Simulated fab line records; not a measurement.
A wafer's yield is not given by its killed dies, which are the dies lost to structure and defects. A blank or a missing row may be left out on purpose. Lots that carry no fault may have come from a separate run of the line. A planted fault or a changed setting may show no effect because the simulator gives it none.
Struck lot and sound lot, side by side :: flow gf180mcu :: 14 steps out of a route of 602
Sound: wafers L687.1, L687.3, L687.6. Struck: wafer L699.3; the same lot's L699.6 was not struck, so it is left out; see the end for the cause.
For every step that has rows: the tool of each side, followed by ch and its chambers, followed by its first start. Under that, the readings that differ: sound wafers :: struck wafers :: difference of the means :: sigmas: that difference in standard deviations of wafers without a fault.
alike: readings whose means differ by less than 2 such deviations, and words and numbers that are the same on both sides. not compared: withheld readings, readings that some wafer has no value for, bounds like >300 that may hide the same value, and numbers for which the record gives no deviation and whose values overlap.
A row with sigmas, a row that says differs or no value, or rows on one side alone: a step with any of these is where the two part. Numbers that don't overlap but have no deviation are shown without sigmas and don't part them. A reading missing from all wafers of one side parts the sides only when that side holds two or more wafers.

GF_V4_CD_MEAS_14 targets a cd of 260 nm.
  sound on cd_sem-02, day 26 03:28; struck on cd_sem-01, day 30 03:30
  alike: cd_nm
GF_V4_OVL_MEAS_15:
  sound on overlay-02, day 26 03:35; struck on overlay-02, day 30 03:35
  alike: V4_OVL
GF_V4_ETCH_16: etches BARC in N2/H2.
  sound on rie_diel-04 ch 0,2,3, day 26 03:37; struck on rie_diel-04 ch 2, day 30 03:37
  alike: drypump_motor_current_A, oes_product_au, throttle_valve_pct
GF_V4_ETCH_17: etches SiO2 in C4F8/O2/Ar, stops on TiN, target depth 630 nm.
  sound: rie_diel-04 ch 0,2,3; struck: rie_diel-04 ch 2
  alike: oes_product_au
then, 3 steps without rows for these wafers: GF_V4_STRIP_18 (strips in O2/N2); GF_V4_STRIP_19 (strips in post etch residue remover, time 1200 s); GF_V4_CLEAN_20 (cleans in DIW).
GF_V4_SPUTTER_21: material Ti, target thk 15 nm, time 80.02 s.
  sound on pvd_sputter-02, day 26 04:17; struck on pvd_sputter-04, day 30 04:17
  alike: cathode_dc_power_W, throttle_valve_pct
GF_V4_SPUTTER_22: material TiN, target thk 10 nm, time 40 s.
  sound on pvd_sputter-02, day 26 04:24; struck on pvd_sputter-04, day 30 04:20
  alike: cathode_dc_power_W, throttle_valve_pct
then, 1 step without rows for these wafers: GF_V4_CVD_23 (deposits W, target thk 350 nm, time 104.9 s).
GF_V4_RS_MEAS_24: a four-point-probe measurement.
  sound on film_metro-04, day 26 04:33; struck on film_metro-02, day 30 04:32
  alike: V4_W_RS
GF_V4_THK_MEAS_25: measures by xrf.
  sound on film_metro-04, day 26 04:40; struck on film_metro-02, day 30 04:38
  alike: V4_W_THK
GF_V4_CMP_26: polishes, stops on SiO2, t overpolish 15 s, target thk 0 nm.
  sound on cmp-02 ch 1,2, day 26 04:47; struck on cmp-01 ch 1, day 30 04:41
reading: overpolish_run_s (s)
sound: 15.007 14.990 15.009
struck: 0.038
difference: -14.964
sigmas: -99 or more

reading: time_to_endpoint_s (s)
sound: 80 81 81
struck: 129
difference: +48
sigmas: +14
  alike: motor_current_A
GF_MIM_SPUTTER_00: material Ti, target thk 37.5 nm, time 150 s.
  the record has rows for the sound wafers here (pvd_sputter-01, day 26 05:02) and none for the struck ones

## WHERE THEY PART
At GF_V4_CMP_26 first; at GF_MIM_SPUTTER_00 last (within this record only).

WHY: the cause the simulator had injected
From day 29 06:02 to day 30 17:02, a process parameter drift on cmp-01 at GF_V4_CMP_26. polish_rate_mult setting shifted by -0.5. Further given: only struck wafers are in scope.
